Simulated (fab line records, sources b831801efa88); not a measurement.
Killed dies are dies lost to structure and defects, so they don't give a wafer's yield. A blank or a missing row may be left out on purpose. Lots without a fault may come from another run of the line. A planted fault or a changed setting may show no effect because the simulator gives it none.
Tool commonality check | flow sky130 | 14 lots, 42 wafers sampled

WHY IT WAS OPENED
At SKY_SD_N_RS_MEAS_16 the reading SD_N_RS is flagged on 2 of 14 lots. Wafers without a fault read 68.47 ohm/sq, standard deviation 0.1.
Rule: a lot is flagged when every wafer of it that has a number lies more than 4 standard deviations from that mean, or none has a number. The other lots count as sound.

lot  | measured     | on            | SD_N_RS (ohm/sq), wafer by wafer | flag
L542 | day 28 00:26 | film_metro-02 | 68.46 68.59 68.52                |
L543 | day 28 09:38 | film_metro-01 | 68.24 68.34 68.35                |
L544 | day 28 23:28 | film_metro-01 | 68.46 68.59 68.73                |
L545 | day 29 06:45 | film_metro-02 | 68.50 68.53 68.40                |
L546 | day 29 09:13 | film_metro-02 | 68.49 68.28 68.56                |
L548 | day 30 10:16 | film_metro-02 | 68.25 68.43 68.43                |
L550 | day 31 00:41 | film_metro-02 | 68.42 68.49 68.44                |
L552 | day 31 11:58 | film_metro-02 | 72.47 72.53 72.51                | FLAGGED
L554 | day 32 03:36 | film_metro-03 | 72.49 72.38 72.48                | FLAGGED
L557 | day 33 10:43 | film_metro-01 | 68.61 68.50 68.39                |
L559 | day 33 19:59 | film_metro-03 | 68.49 68.38 68.63                |
L561 | day 34 08:49 | film_metro-02 | 68.49 68.69 68.33                |
L562 | day 34 15:40 | film_metro-03 | 68.43 68.41 68.36                |
L564 | day 35 17:12 | film_metro-02 | 68.39 68.43 68.53                |
The numbers of the flagged lots are 72.48 ohm/sq on average: +4.01 ohm/sq against the usual, or +40 standard deviations.

WHICH TOOL RAN EACH LOT
The record holds 1 process step before the reading, out of a route of 708 steps. In each cell: the tool, then ch and the chambers that the sampled wafers went through, then the start.
lot  | flag    | SKY_SD_N_RTA_14
L542 |         | rtp_anneal-01 ch 0, day 28 00:16
L543 |         | rtp_anneal-02 ch 0, day 28 09:28
L544 |         | rtp_anneal-01 ch 0, day 28 23:17
L545 |         | rtp_anneal-02 ch 0, day 29 06:34
L546 |         | rtp_anneal-01 ch 0, day 29 09:02
L548 |         | rtp_anneal-01 ch 0, day 30 10:05
L550 |         | rtp_anneal-01 ch 0, day 31 00:29
L552 | FLAGGED | rtp_anneal-01 ch 0, day 31 11:48
L554 | FLAGGED | rtp_anneal-01 ch 0, day 32 03:25
L557 |         | rtp_anneal-02 ch 0, day 33 10:29
L559 |         | rtp_anneal-02 ch 0, day 33 19:49
L561 |         | rtp_anneal-02 ch 0, day 34 08:37
L562 |         | rtp_anneal-01 ch 0, day 34 15:30
L564 |         | rtp_anneal-01 ch 0, day 35 17:01
What these steps do:
- SKY_SD_N_RTA_14: time 2 s.
- SKY_SD_N_RS_MEAS_16: measures by four-point-probe.

FLAGGED OVER TOTAL, TOOL BY TOOL (the gauges that took the reading come last)
step                | tool          | lots run | flagged | share of the flagged lots | sound lots run after its first flagged lot
SKY_SD_N_RTA_14     | rtp_anneal-01 | 9        | 2       | all                       | 2 (L562,L564)
SKY_SD_N_RTA_14     | rtp_anneal-02 | 5        | 0       | none                      | -
SKY_SD_N_RS_MEAS_16 | film_metro-01 | 3        | 0       | none                      | -
SKY_SD_N_RS_MEAS_16 | film_metro-02 | 8        | 1       | some                      | 2 (L561,L564)
SKY_SD_N_RS_MEAS_16 | film_metro-03 | 3        | 1       | some                      | 2 (L559,L562)

WHAT THE TABLE ALLOWS
1 row of the table ran every flagged lot: rtp_anneal-01 at SKY_SD_N_RTA_14.
- rtp_anneal-01 at SKY_SD_N_RTA_14: 2 of its 9 lots flagged. Sound lots ran on it after the first flagged one (L562, L564), which a lasting fault on the whole tool wouldn't allow. Its own readings lie more than 4 standard deviations out on every wafer of the flagged lots: lamp_power_pct, wafer_temp_C_max.
No row of the table ran every flagged lot and no sound lot after the first.

WHAT THE SIMULATOR HAD PUT IN
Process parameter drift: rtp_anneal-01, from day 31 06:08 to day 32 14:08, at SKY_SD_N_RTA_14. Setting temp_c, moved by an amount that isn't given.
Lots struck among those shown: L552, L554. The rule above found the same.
